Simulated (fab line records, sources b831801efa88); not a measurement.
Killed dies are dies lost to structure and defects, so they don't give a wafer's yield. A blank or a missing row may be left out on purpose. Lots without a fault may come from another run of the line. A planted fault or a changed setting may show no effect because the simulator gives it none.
Chamber matching | flow sky130 | SKY_VIA4_HDPCVD_00 on hdpcvd-02: 3 sister chambers
The step deposits SiO2, target thk 1750 nm, time 291.7 s. 16 wafers are shown with their chamber, then 8 later ones without.

WAFERS WITH THEIR CHAMBER
wafer  | chamber | susceptor_temp_C (C)
L508.3 | 1       | 400.20
L508.4 | 0       | 399.94
L508.6 | 1       | 400.14
L509.3 | 0       | 399.67
L509.4 | 2       | 400.41
L509.6 | 1       | 400.03
L510.4 | 0       | 399.81
L510.5 | 2       | 399.98
L510.6 | 1       | 400.16
L512.2 | 0       | 399.73
L512.4 | 1       | 400.35
L512.6 | 2       | 399.87
L519.2 | 1       | 399.78
L519.4 | 0       | 399.68
L519.6 | 1       | 400.21
L520.1 | 2       | 400.32

SIGNATURES (means of the wafers above)
reading          | chamber 0 | chamber 1 | chamber 2 | scatter within a chamber
susceptor_temp_C | 399.7660  | 400.1243  | 400.1450  | 0.185
Rule: a wafer's distance from a chamber is the root of the sum, over the readings, of the square of ((its reading less the chamber's mean) divided by the reading's scatter). The wafer belongs to the nearest chamber; if the next one is less than 2 further off, it can't be placed. The scatter: the root of (the sum of the squares of (reading less its chamber's mean) over the shown wafers, divided by (wafers less chambers)).

WAFERS WITHOUT THEIR CHAMBER
wafer  | susceptor_temp_C (C)
L520.2 | 400.13
L520.4 | 399.75
L529.2 | 399.80
L529.5 | 399.90
L529.6 | 400.07
L530.2 | 399.95
L530.3 | 400.31
L530.5 | 400.04

WHICH CHAMBER EACH WENT THROUGH
wafer  | from the rows above          | in truth
L520.2 | can't be placed: 1 or 2 or 0 | 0
L520.4 | can't be placed: 0 or 1      | 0
L529.2 | can't be placed: 0 or 1 or 2 | 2
L529.5 | can't be placed: 0 or 1 or 2 | 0
L529.6 | can't be placed: 1 or 2 or 0 | 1
L530.2 | can't be placed: 1 or 0 or 2 | 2
L530.3 | can't be placed: 2 or 1      | 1
L530.5 | can't be placed: 1 or 2 or 0 | 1
Placed correctly: 0 of 8. Can't be placed from these rows: 8 (the true chamber is among the candidates in 8). Placed wrongly: 0.
